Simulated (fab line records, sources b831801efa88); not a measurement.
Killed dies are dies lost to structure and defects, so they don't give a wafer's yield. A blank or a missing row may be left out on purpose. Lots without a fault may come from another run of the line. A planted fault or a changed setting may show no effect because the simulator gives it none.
Tool commonality check | flow gf180mcu | 13 lots, 39 wafers sampled

WHY IT WAS OPENED
At GF_HV_LDD_RS_MEAS_53 the reading HV_LDD_RS is flagged on 2 of 13 lots. Wafers without a fault read 418.5 ohm/sq, standard deviation 0.99.
Rule: a lot is flagged when every wafer of it that has a number lies more than 4 standard deviations from that mean, or none has a number. The other lots count as sound.

lot  | measured     | on            | HV_LDD_RS (ohm/sq), wafer by wafer | flag
L793 | day 12 05:30 | film_metro-01 | 418.3 418.3 417.6                  |
L794 | day 12 13:07 | film_metro-04 | 419.4 418.2 417.7                  |
L795 | day 12 18:35 | film_metro-04 | 419.4 419.7 419.3                  |
L796 | day 13 02:38 | film_metro-04 | 417.9 418.9 419.0                  |
L797 | day 13 15:50 | film_metro-02 | 418.1 419.0 418.4                  |
L799 | day 14 06:29 | film_metro-04 | 419.2 418.3 418.8                  |
L800 | day 14 16:29 | film_metro-04 | 417.9 420.6 419.0                  |
L802 | day 15 21:20 | film_metro-04 | 419.9 420.5 420.0                  |
L803 | day 16 00:29 | film_metro-04 | 419.2 418.9 418.7                  |
L804 | day 16 14:46 | film_metro-01 | 419.0 418.8 418.0                  |
L805 | day 16 16:43 | film_metro-01 | 420.0 419.6 419.6                  |
L812 | day 19 06:25 | film_metro-04 | 374.0 372.7 372.7                  | FLAGGED
L813 | day 19 08:48 | film_metro-01 | 373.2 371.5 372.2                  | FLAGGED
The numbers of the flagged lots are 372.7 ohm/sq on average: -45.8 ohm/sq against the usual, or -46 standard deviations.

WHICH TOOL RAN EACH LOT
The record holds 1 process step before the reading, out of a route of 602 steps. In each cell: the tool, then ch and the chambers that the sampled wafers went through, then the start.
lot  | flag    | GF_HV_LDD_IMPLANT_35
L793 |         | implanter-02 ch 0, day 11 09:25
L794 |         | implanter-02 ch 0, day 11 17:54
L795 |         | implanter-04 ch 0, day 11 22:31
L796 |         | implanter-04 ch 0, day 12 06:55
L797 |         | implanter-04 ch 0, day 12 19:41
L799 |         | implanter-03 ch 0, day 13 09:40
L800 |         | implanter-03 ch 0, day 13 18:54
L802 |         | implanter-04 ch 0, day 14 23:25
L803 |         | implanter-04 ch 0, day 15 02:24
L804 |         | implanter-02 ch 0, day 15 16:04
L805 |         | implanter-02 ch 0, day 15 17:50
L812 | FLAGGED | implanter-02 ch 0, day 18 06:03
L813 | FLAGGED | implanter-02 ch 0, day 18 07:51
What these steps do:
- GF_HV_LDD_IMPLANT_35
- GF_HV_LDD_RS_MEAS_53: measures by four-point-probe.

FLAGGED OVER TOTAL, TOOL BY TOOL (the gauges that took the reading come last)
step                 | tool          | lots run | flagged | share of the flagged lots | sound lots run after its first flagged lot
GF_HV_LDD_IMPLANT_35 | implanter-02  | 6        | 2       | all                       | 0
GF_HV_LDD_IMPLANT_35 | implanter-03  | 2        | 0       | none                      | -
GF_HV_LDD_IMPLANT_35 | implanter-04  | 5        | 0       | none                      | -
GF_HV_LDD_RS_MEAS_53 | film_metro-01 | 4        | 1       | some                      | 0
GF_HV_LDD_RS_MEAS_53 | film_metro-02 | 1        | 0       | none                      | -
GF_HV_LDD_RS_MEAS_53 | film_metro-04 | 8        | 1       | some                      | 0

WHAT THE TABLE ALLOWS
1 row of the table ran every flagged lot: implanter-02 at GF_HV_LDD_IMPLANT_35.
- implanter-02 at GF_HV_LDD_IMPLANT_35: 2 of its 6 lots flagged. Its last sound lot is L805 (day 15 17:50), its first flagged lot L812 (day 18 06:03): a fault that began between those two fits. Its own readings lie more than 4 standard deviations out on every wafer of the flagged lots: tilt_deg.
One tool is left: implanter-02 at GF_HV_LDD_IMPLANT_35.

WHAT THE SIMULATOR HAD PUT IN
Process parameter drift: implanter-02, from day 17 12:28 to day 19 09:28, at GF_HV_LDD_IMPLANT_35. Setting tilt_deg, moved by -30, from 30. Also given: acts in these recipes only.
Lots struck among those shown: L812, L813. The rule above found the same.
